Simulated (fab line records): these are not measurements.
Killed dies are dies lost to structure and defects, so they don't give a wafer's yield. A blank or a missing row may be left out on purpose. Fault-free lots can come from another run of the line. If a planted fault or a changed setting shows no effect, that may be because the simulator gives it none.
fab line records / flow sky130
record lots=5 wafers=15 last_day=50
route steps=708 shown FIELD_ISO@27 NWELL@32 DNWELL@35 PAD_OPEN@708
lots that met no fault: taken from a fault-free run of the same line
start_h: start of the lot's first displayed wafer, in hours after the record's first day / wait_h: hours since the lot's step before / " unchanged from the row above / L1.1+2: a row that stands for several wafers / - no value present, or no start provided / * or withheld: withheld / < > ~ a bound
route shown NAME@n: names a module that has steps shown in the file, with the first one's number in the route / usual: mean/standard deviation of fault-free wafers / same: alike in all rows / chamber/n: place in a boat / sites: each site's reading / _std_site: the values' standard deviation / _edge_site: the outer-site mean with the inner-site mean subtracted / radius_mm: how far each site lies from the wafer's centre / mask NAME#n: copy n / behind: tool/chamber where the wafer was last shaped / hold: what put the lot on hold/how long, in hours/how the hold closed / device: names the non-switching transistor (n, p or np) / end of line: the route-end tests of the same wafers / a step with no rows: only its recipe / killed: dies lost to structure and defects at the first sort, not the wafer's yield / map: the dies of a wafer, with x for killed, . for not killed, _ for no die there
set.NAME: the setting as run; set.NAME@STEP: as run at that earlier step / model.NAME: the simulator's own value behind a step, which no gauge read
lots at selected steps of the route; one table per step, one row per wafer
services: the hour from which a tool's chamber was out of use, counted from the record's first day as start_h (under 0 if before that day), plus the number of hours and why
## steps
# step SKY_FIELD_ISO_ANNEAL_26
# recipe temp_c=1000 time_s=1800 ambient=N2
# step SKY_FIELD_ISO_CMP_27
# recipe stop_on=Si3N4 t_overpolish_s=16 down_force_psi=4 platen_rpm=60 target_thk_nm=457.8 pad_velocity_m_s=0.94248
# usual motor_current_A=11.4/1.1 overpolish_run_s=15.999/0.0088 retaining_ring_pressure_frac=1.000/0.0052 time_to_endpoint_s=112/3.7
lot.wafer=L294.3 tool=cmp-01 chamber=2 start_h=38.44 wait_h=0.0 motor_current_A=10.9 overpolish_run_s=16.001 retaining_ring_pressure_frac=1.014 time_to_endpoint_s=106
lot.wafer=L294.2 tool=cmp-01 chamber=3 start_h=38.44 wait_h=0.0 motor_current_A=12.5 overpolish_run_s=16.001 retaining_ring_pressure_frac=0.995 time_to_endpoint_s=109
lot.wafer=L294.6 tool=cmp-01 chamber=2 start_h=38.44 wait_h=0.0 motor_current_A=11.3 overpolish_run_s=16.005 retaining_ring_pressure_frac=1.000 time_to_endpoint_s=106
lot.wafer=L304.2 tool=cmp-02 chamber=2 start_h=90.41 wait_h=0.1 motor_current_A=10.6 overpolish_run_s=15.996 retaining_ring_pressure_frac=1.002 time_to_endpoint_s=113
lot.wafer=L304.1 tool=cmp-02 chamber=0 start_h=90.41 wait_h=0.1 motor_current_A=11.6 overpolish_run_s=15.986 retaining_ring_pressure_frac=0.994 time_to_endpoint_s=112
lot.wafer=L304.5 tool=cmp-02 chamber=1 start_h=90.41 wait_h=0.1 motor_current_A=11.3 overpolish_run_s=15.998 retaining_ring_pressure_frac=0.995 time_to_endpoint_s=112
lot.wafer=L305.2 tool=cmp-01 chamber=2 start_h=94.76 wait_h=0.0 motor_current_A=10.9 overpolish_run_s=16.014 retaining_ring_pressure_frac=1.005 time_to_endpoint_s=106
lot.wafer=L305.3 tool=cmp-01 chamber=3 start_h=94.76 wait_h=0.0 motor_current_A=13.0 overpolish_run_s=16.004 retaining_ring_pressure_frac=1.002 time_to_endpoint_s=110
lot.wafer=L305.5 tool=cmp-01 chamber=3 start_h=94.76 wait_h=0.0 motor_current_A=11.9 overpolish_run_s=15.992 retaining_ring_pressure_frac=1.000 time_to_endpoint_s=111
lot.wafer=L307.1 tool=cmp-02 chamber=1 start_h=106.70 wait_h=0.0 motor_current_A=11.4 overpolish_run_s=15.990 retaining_ring_pressure_frac=1.007 time_to_endpoint_s=116
lot.wafer=L307.4 tool=cmp-02 chamber=0 start_h=106.70 wait_h=0.0 motor_current_A=11.3 overpolish_run_s=16.005 retaining_ring_pressure_frac=1.000 time_to_endpoint_s=117
lot.wafer=L307.6 tool=cmp-02 chamber=2 start_h=106.70 wait_h=0.0 motor_current_A=9.6 overpolish_run_s=15.991 retaining_ring_pressure_frac=0.994 time_to_endpoint_s=118
lot.wafer=L316.2 tool=cmp-02 chamber=1 start_h=154.04 wait_h=0.0 motor_current_A=11.9 overpolish_run_s=16.006 retaining_ring_pressure_frac=1.009 time_to_endpoint_s=106
lot.wafer=L316.5 tool=cmp-02 chamber=1 start_h=154.04 wait_h=0.0 motor_current_A=12.4 overpolish_run_s=15.991 retaining_ring_pressure_frac=1.001 time_to_endpoint_s=110
lot.wafer=L316.6 tool=cmp-02 chamber=2 start_h=154.04 wait_h=0.0 motor_current_A=9.9 overpolish_run_s=16.000 retaining_ring_pressure_frac=1.003 time_to_endpoint_s=111
# step SKY_FIELD_ISO_WET_ETCH_28
# recipe chemistry=dHF target_depth_nm=23.7 target=SiO2 dilution=10:1 temp_c=25 time_s=47
# step SKY_FIELD_ISO_WET_ETCH_29
# recipe chemistry=H3PO4 target_depth_nm=160 target=Si3N4 temp_c=160 time_s=1825
# step SKY_FIELD_ISO_WET_ETCH_30
# recipe chemistry=dHF target_depth_nm=25 target=SiO2 dilution=10:1 temp_c=25 time_s=50
# step SKY_NWELL_CLEAN_00
# recipe chemistry=SC1/SC2 mix=1:4:20 temp_c=70 time_s=150 dry=n2_spin
# step SKY_NWELL_OXIDATION_01
# recipe temp_c=900 ambient=O2 stabilise_s=600 purge_s=300 target_thk_a=100 ox_time_s=1418
# step SKY_NWELL_THK_MEAS_02
# recipe reads=SiO2_of_NWELL_OXIDATION_01
# usual NWELL_OXIDATION_THK=10.01/0.21
lot.wafer=L294.2 tool=film_metro-01 chamber=- start_h=40.75 wait_h=0.0 NWELL_OXIDATION_THK[nm]=10.20
lot.wafer=L294.3 tool=film_metro-01 chamber=- start_h=40.75 wait_h=0.0 NWELL_OXIDATION_THK[nm]=10.24
lot.wafer=L294.6 tool=film_metro-01 chamber=- start_h=40.75 wait_h=0.0 NWELL_OXIDATION_THK[nm]=10.31
lot.wafer=L304.1 tool=film_metro-01 chamber=- start_h=93.51 wait_h=0.0 NWELL_OXIDATION_THK[nm]=9.81
lot.wafer=L304.2 tool=film_metro-01 chamber=- start_h=93.51 wait_h=0.0 NWELL_OXIDATION_THK[nm]=9.97
lot.wafer=L304.5 tool=film_metro-01 chamber=- start_h=93.51 wait_h=0.0 NWELL_OXIDATION_THK[nm]=9.95
lot.wafer=L305.2 tool=film_metro-03 chamber=- start_h=99.04 wait_h=0.0 NWELL_OXIDATION_THK[nm]=10.24
lot.wafer=L305.3 tool=film_metro-03 chamber=- start_h=99.04 wait_h=0.0 NWELL_OXIDATION_THK[nm]=10.23
lot.wafer=L305.5 tool=film_metro-03 chamber=- start_h=99.04 wait_h=0.0 NWELL_OXIDATION_THK[nm]=10.11
lot.wafer=L307.1 tool=film_metro-02 chamber=- start_h=109.27 wait_h=0.0 NWELL_OXIDATION_THK[nm]=9.86
lot.wafer=L307.4 tool=film_metro-02 chamber=- start_h=109.27 wait_h=0.0 NWELL_OXIDATION_THK[nm]=9.94
lot.wafer=L307.6 tool=film_metro-02 chamber=- start_h=109.27 wait_h=0.0 NWELL_OXIDATION_THK[nm]=9.94
lot.wafer=L316.2 tool=film_metro-03 chamber=- start_h=156.45 wait_h=0.0 NWELL_OXIDATION_THK[nm]=10.17
lot.wafer=L316.5 tool=film_metro-03 chamber=- start_h=156.45 wait_h=0.0 NWELL_OXIDATION_THK[nm]=10.07
lot.wafer=L316.6 tool=film_metro-03 chamber=- start_h=156.45 wait_h=0.0 NWELL_OXIDATION_THK[nm]=9.83
# step SKY_DNWELL_DEHYDRATE_00
# recipe temp_c=200 time_s=60
# step SKY_DNWELL_HMDS_01
# recipe prime_time_s=60 prime_temp_c=120
# step SKY_DNWELL_COAT_02
# recipe spin_rpm=2000 resist_thk_nm=3000
# step SKY_DNWELL_SOFTBAKE_03
# recipe temp_c=110 time_s=withheld
# step SKY_DNWELL_EXPOSE_04
# recipe mask_id=DNM na=0.57 target_cd_nm=3000 dose_mj=222
# usual reticle_temp_C=23.00/0.11
# same na=0.57
lot.wafer=L294.2 tool=iline_stepper-02 chamber=0 start_h=47.93 wait_h=- mask=DNM#0 reticle_temp_C=23.06
lot.wafer=L294.3 tool=iline_stepper-02 chamber=0 start_h=47.93 wait_h=- mask=DNM#0 reticle_temp_C=22.97
lot.wafer=L294.6 tool=iline_stepper-02 chamber=0 start_h=47.93 wait_h=- mask=DNM#0 reticle_temp_C=23.23
lot.wafer=L304.1 tool=iline_stepper-01 chamber=0 start_h=102.35 wait_h=- mask=DNM#0 reticle_temp_C=23.08
lot.wafer=L304.2 tool=iline_stepper-01 chamber=0 start_h=102.35 wait_h=- mask=DNM#0 reticle_temp_C=23.17
lot.wafer=L304.5 tool=iline_stepper-01 chamber=0 start_h=102.35 wait_h=- mask=DNM#0 reticle_temp_C=23.11
lot.wafer=L305.2 tool=iline_stepper-01 chamber=0 start_h=107.57 wait_h=- mask=DNM_R1#0 reticle_temp_C=23.03
lot.wafer=L305.3 tool=iline_stepper-01 chamber=0 start_h=107.57 wait_h=- mask=DNM_R1#0 reticle_temp_C=23.02
lot.wafer=L305.5 tool=iline_stepper-01 chamber=0 start_h=107.57 wait_h=- mask=DNM_R1#0 reticle_temp_C=23.11
lot.wafer=L307.1 tool=iline_stepper-01 chamber=0 start_h=117.60 wait_h=- mask=DNM#0 reticle_temp_C=23.09
lot.wafer=L307.4 tool=iline_stepper-01 chamber=0 start_h=117.60 wait_h=- mask=DNM#0 reticle_temp_C=22.92
lot.wafer=L307.6 tool=iline_stepper-01 chamber=0 start_h=117.60 wait_h=- mask=DNM#0 reticle_temp_C=22.88
lot.wafer=L316.2 tool=iline_stepper-02 chamber=0 start_h=165.87 wait_h=- mask=DNM#0 reticle_temp_C=22.99
lot.wafer=L316.5 tool=iline_stepper-02 chamber=0 start_h=165.87 wait_h=- mask=DNM#0 reticle_temp_C=22.99
lot.wafer=L316.6 tool=iline_stepper-02 chamber=0 start_h=165.87 wait_h=- mask=DNM#0 reticle_temp_C=22.89
# step SKY_DNWELL_PEB_05
# recipe temp_c=115 time_s=withheld
# step SKY_PAD_OPEN_PROBE_99
# usual killed_at_M0_to_M3=43/6.9 killed_at_M4_up=3.2/2 killed_at_contacts=25/5.1 killed_at_front_end=15/4.5 killed_at_other=0.2/0.51 killed_dies=85/9.5 killed_open=48/6.9 killed_short=38/6.7
# same gross_dies=492 killed_at_back_side=0
lot.wafer=L294.2 tool=prober-01 chamber=- start_h=1075.98 wait_h=0.1 killed_at_M0_to_M3=43 killed_at_M4_up=1 killed_at_contacts=26 killed_at_front_end=8 killed_at_other=0 killed_dies=78 killed_open=51 killed_short=27 model.etest.res_deep_nwell.width_nm=2996 model.etest.res_deep_nwell.line_ohm_um=725.2
lot.wafer=L294.3 tool=prober-01 chamber=- start_h=1076.03 wait_h=0.2 killed_at_M0_to_M3=37 killed_at_M4_up=3 killed_at_contacts=16 killed_at_front_end=25 killed_at_other=0 killed_dies=81 killed_open=40 killed_short=41 model.etest.res_deep_nwell.width_nm=2974 model.etest.res_deep_nwell.line_ohm_um=734.6
lot.wafer=L294.6 tool=prober-01 chamber=- start_h=1076.18 wait_h=0.2 killed_at_M0_to_M3=42 killed_at_M4_up=3 killed_at_contacts=19 killed_at_front_end=10 killed_at_other=2 killed_dies=76 killed_open=43 killed_short=33 model.etest.res_deep_nwell.width_nm=2986 model.etest.res_deep_nwell.line_ohm_um=730.6
lot.wafer=L304.1 tool=prober-01 chamber=- start_h=1139.34 wait_h=0.1 killed_at_M0_to_M3=50 killed_at_M4_up=3 killed_at_contacts=29 killed_at_front_end=20 killed_at_other=0 killed_dies=102 killed_open=62 killed_short=40 model.etest.res_deep_nwell.width_nm=2977 model.etest.res_deep_nwell.line_ohm_um=717.2
lot.wafer=L304.2 tool=prober-01 chamber=- start_h=1139.39 wait_h=0.1 killed_at_M0_to_M3=45 killed_at_M4_up=9 killed_at_contacts=18 killed_at_front_end=22 killed_at_other=0 killed_dies=94 killed_open=48 killed_short=46 model.etest.res_deep_nwell.width_nm=2977 model.etest.res_deep_nwell.line_ohm_um=717.7
lot.wafer=L304.5 tool=prober-01 chamber=- start_h=1139.54 wait_h=0.2 killed_at_M0_to_M3=60 killed_at_M4_up=4 killed_at_contacts=33 killed_at_front_end=22 killed_at_other=0 killed_dies=119 killed_open=71 killed_short=48 model.etest.res_deep_nwell.width_nm=2980 model.etest.res_deep_nwell.line_ohm_um=722.5
lot.wafer=L305.2 tool=prober-02 chamber=- start_h=1144.18 wait_h=0.1 killed_at_M0_to_M3=39 killed_at_M4_up=9 killed_at_contacts=27 killed_at_front_end=11 killed_at_other=3 killed_dies=89 killed_open=56 killed_short=33 model.etest.res_deep_nwell.width_nm=2386 model.etest.res_deep_nwell.line_ohm_um=931.9
lot.wafer=L305.3 tool=prober-02 chamber=- start_h=1144.23 wait_h=0.2 killed_at_M0_to_M3=45 killed_at_M4_up=5 killed_at_contacts=25 killed_at_front_end=24 killed_at_other=0 killed_dies=99 killed_open=56 killed_short=43 model.etest.res_deep_nwell.width_nm=2386 model.etest.res_deep_nwell.line_ohm_um=917.9
lot.wafer=L305.5 tool=prober-02 chamber=- start_h=1144.33 wait_h=0.2 killed_at_M0_to_M3=43 killed_at_M4_up=4 killed_at_contacts=33 killed_at_front_end=13 killed_at_other=0 killed_dies=93 killed_open=56 killed_short=37 model.etest.res_deep_nwell.width_nm=2393 model.etest.res_deep_nwell.line_ohm_um=927.1
lot.wafer=L307.1 tool=prober-02 chamber=- start_h=1152.47 wait_h=0.1 killed_at_M0_to_M3=36 killed_at_M4_up=4 killed_at_contacts=25 killed_at_front_end=11 killed_at_other=0 killed_dies=76 killed_open=43 killed_short=33 model.etest.res_deep_nwell.width_nm=2996 model.etest.res_deep_nwell.line_ohm_um=720.5
lot.wafer=L307.4 tool=prober-02 chamber=- start_h=1152.62 wait_h=0.2 killed_at_M0_to_M3=49 killed_at_M4_up=2 killed_at_contacts=27 killed_at_front_end=10 killed_at_other=0 killed_dies=88 killed_open=49 killed_short=39 model.etest.res_deep_nwell.width_nm=2994 model.etest.res_deep_nwell.line_ohm_um=722.6
lot.wafer=L307.6 tool=prober-02 chamber=- start_h=1152.72 wait_h=0.2 killed_at_M0_to_M3=65 killed_at_M4_up=1 killed_at_contacts=24 killed_at_front_end=13 killed_at_other=1 killed_dies=104 killed_open=62 killed_short=42 model.etest.res_deep_nwell.width_nm=3003 model.etest.res_deep_nwell.line_ohm_um=724.1
lot.wafer=L316.2 tool=prober-01 chamber=- start_h=1194.63 wait_h=0.1 killed_at_M0_to_M3=43 killed_at_M4_up=4 killed_at_contacts=24 killed_at_front_end=9 killed_at_other=1 killed_dies=81 killed_open=53 killed_short=28 model.etest.res_deep_nwell.width_nm=2982 model.etest.res_deep_nwell.line_ohm_um=720.3
lot.wafer=L316.5 tool=prober-01 chamber=- start_h=1194.78 wait_h=0.2 killed_at_M0_to_M3=37 killed_at_M4_up=3 killed_at_contacts=27 killed_at_front_end=16 killed_at_other=1 killed_dies=84 killed_open=47 killed_short=37 model.etest.res_deep_nwell.width_nm=2987 model.etest.res_deep_nwell.line_ohm_um=721.4
lot.wafer=L316.6 tool=prober-01 chamber=- start_h=1194.83 wait_h=0.2 killed_at_M0_to_M3=46 killed_at_M4_up=2 killed_at_contacts=26 killed_at_front_end=22 killed_at_other=0 killed_dies=96 killed_open=48 killed_short=48 model.etest.res_deep_nwell.width_nm=3010 model.etest.res_deep_nwell.line_ohm_um=727.9
# killed by level:class
L294.2 VIA1:geometric_particle:open=12 CONTACT:geometric_particle:open=10 LI_CONTACT:geometric_particle:open=8 VIA3:geometric_particle:open=8 VIA2:geometric_particle:open=6 METAL1:geometric_particle:short=5 METAL2:geometric_particle:short=5 POLY_GATE:geometric_particle:open=3
L294.3 VIA1:geometric_particle:open=11 FIELD_ISO:geometric_particle:short=6 POLY_GATE:geometric_particle:short=6 FIELD_ISO:geometric_particle:open=5 POLY_GATE:geometric_particle:open=5 CONTACT:geometric_particle:open=5 VIA2:geometric_particle:open=5 METAL2:geometric_particle:short=4
L294.6 VIA1:geometric_particle:open=10 METAL1:geometric_particle:short=7 VIA2:geometric_particle:open=7 CONTACT:geometric_particle:open=6 LI_CONTACT:geometric_particle:open=5 LOCAL_INTERCONNECT:geometric_particle:short=4 VIA1:geometric_particle:short=3 METAL2:geometric_particle:short=3
L304.1 VIA1:geometric_particle:open=15 LI_CONTACT:geometric_particle:open=10 CONTACT:geometric_particle:open=8 METAL2:geometric_particle:short=8 VIA2:geometric_particle:open=8 FIELD_ISO:geometric_particle:open=6 POLY_GATE:geometric_particle:short=6 LOCAL_INTERCONNECT:geometric_particle:short=5
L304.2 VIA2:geometric_particle:open=8 METAL2:geometric_particle:short=8 VIA1:geometric_particle:open=8 FIELD_ISO:geometric_particle:short=7 POLY_GATE:geometric_particle:open=7 METAL4:geometric_particle:short=7 VIA3:geometric_particle:open=6 CONTACT:geometric_particle:open=6
L304.5 CONTACT:geometric_particle:open=15 VIA1:geometric_particle:open=13 VIA2:geometric_particle:open=11 LI_CONTACT:geometric_particle:open=7 VIA1:geometric_particle:short=7 VIA3:geometric_particle:short=7 FIELD_ISO:geometric_particle:open=6 METAL3:geometric_particle:short=6
L305.2 VIA1:geometric_particle:open=11 CONTACT:geometric_particle:open=10 VIA2:geometric_particle:open=8 LI_CONTACT:geometric_particle:open=6 METAL4:geometric_particle:open=5 LI_CONTACT:geometric_particle:short=4 METAL1:geometric_particle:short=4 VIA2:geometric_particle:short=4
L305.3 VIA1:geometric_particle:open=15 LI_CONTACT:geometric_particle:open=7 POLY_GATE:geometric_particle:short=6 VIA3:geometric_particle:open=6 METAL1:geometric_particle:short=6 FIELD_ISO:geometric_particle:open=5 FIELD_ISO:geometric_particle:short=5 POLY_GATE:geometric_particle:open=5
L305.5 CONTACT:geometric_particle:open=16 VIA1:geometric_particle:open=9 LI_CONTACT:geometric_particle:open=8 VIA2:geometric_particle:open=8 METAL1:geometric_particle:short=6 VIA1:geometric_particle:short=5 POLY_GATE:geometric_particle:short=4 CONTACT:geometric_particle:short=4
L307.1 VIA1:geometric_particle:open=10 LI_CONTACT:geometric_particle:open=8 CONTACT:geometric_particle:open=8 VIA1:geometric_particle:short=8 VIA3:geometric_particle:open=5 FIELD_ISO:geometric_particle:open=4 POLY_GATE:geometric_particle:short=4 METAL2:geometric_particle:short=4
L307.4 VIA1:geometric_particle:open=14 CONTACT:geometric_particle:open=11 VIA1:geometric_particle:short=9 VIA2:geometric_particle:open=8 LI_CONTACT:geometric_particle:open=5 LOCAL_INTERCONNECT:geometric_particle:short=5 VIA3:geometric_particle:open=5 CONTACT:geometric_particle:short=4
L307.6 VIA1:geometric_particle:open=21 VIA3:geometric_particle:open=11 METAL1:geometric_particle:short=8 LI_CONTACT:geometric_particle:open=8 VIA1:geometric_particle:short=8 VIA2:geometric_particle:open=6 CONTACT:geometric_particle:open=6 LOCAL_INTERCONNECT:geometric_particle:short=5
L316.2 CONTACT:geometric_particle:open=15 VIA1:geometric_particle:open=10 VIA3:geometric_particle:open=7 METAL1:geometric_particle:short=4 METAL1:geometric_particle:open=4 VIA1:geometric_particle:short=4 POLY_GATE:geometric_particle:open=3 LI_CONTACT:geometric_particle:open=3
L316.5 LI_CONTACT:geometric_particle:open=8 VIA1:geometric_particle:open=8 VIA3:geometric_particle:open=8 FIELD_ISO:geometric_particle:short=5 CONTACT:geometric_particle:open=5 LI_CONTACT:geometric_particle:short=5 FIELD_ISO:geometric_particle:open=4 METAL2:geometric_particle:short=4
L316.6 LI_CONTACT:geometric_particle:open=10 VIA2:geometric_particle:open=10 METAL1:geometric_particle:short=8 VIA1:geometric_particle:open=7 CONTACT:geometric_particle:short=7 METAL2:geometric_particle:short=7 FIELD_ISO:geometric_particle:short=6 FIELD_ISO:geometric_particle:open=5
## services
tool=cmp-01 chamber=- start_h=23.85 hours=0.3 kind=repair
tool=iline_stepper-01 chamber=- start_h=45.38 hours=4.4 kind=pm
tool=cmp-02 chamber=- start_h=64.00 hours=4.0 kind=pm
tool=cmp-02 chamber=- start_h=68.00 hours=- kind=consumable_replace:conditioner
tool=cmp-02 chamber=- start_h=68.00 hours=- kind=consumable_replace:pad
tool=cmp-02 chamber=- start_h=89.13 hours=0.5 kind=repair
tool=cmp-01 chamber=- start_h=99.72 hours=0.6 kind=repair
tool=cmp-02 chamber=- start_h=105.47 hours=0.5 kind=repair
tool=iline_stepper-02 chamber=- start_h=106.78 hours=4.3 kind=pm
tool=iline_stepper-02 chamber=- start_h=111.74 hours=7.9 kind=repair
tool=cmp-01 chamber=- start_h=120.43 hours=2.0 kind=repair
tool=cmp-01 chamber=- start_h=160.69 hours=1.3 kind=repair
## key
first_sign step=SKY_DNWELL_EXPOSE_04 reading=mask direction=changed
effect none on later readings
model_effect step=SKY_PAD_OPEN_PROBE_99 value=etest.res_deep_nwell.width_nm without=2989 struck=2389
met_at SKY_DNWELL_EXPOSE_04
struck_wafers L305.2,L305.3,L305.5
tester_left_out L305
onset_between 102.35 107.57
fault kind=wrong_mask tool=any chamber=- onset_h=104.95 steps=SKY_DNWELL_EXPOSE_04 aux_copy=DNM_R1#0 cd_offset_nm=-600 scope=struck_lots_only
# tester_left_out: of these lots the tester's yield and bins aren't shown, on N5 and GAA mostly nor the transistor test; their killed dies are dies lost to structure and defects alone, not to doping, threshold or leakage, so they don't give the yield
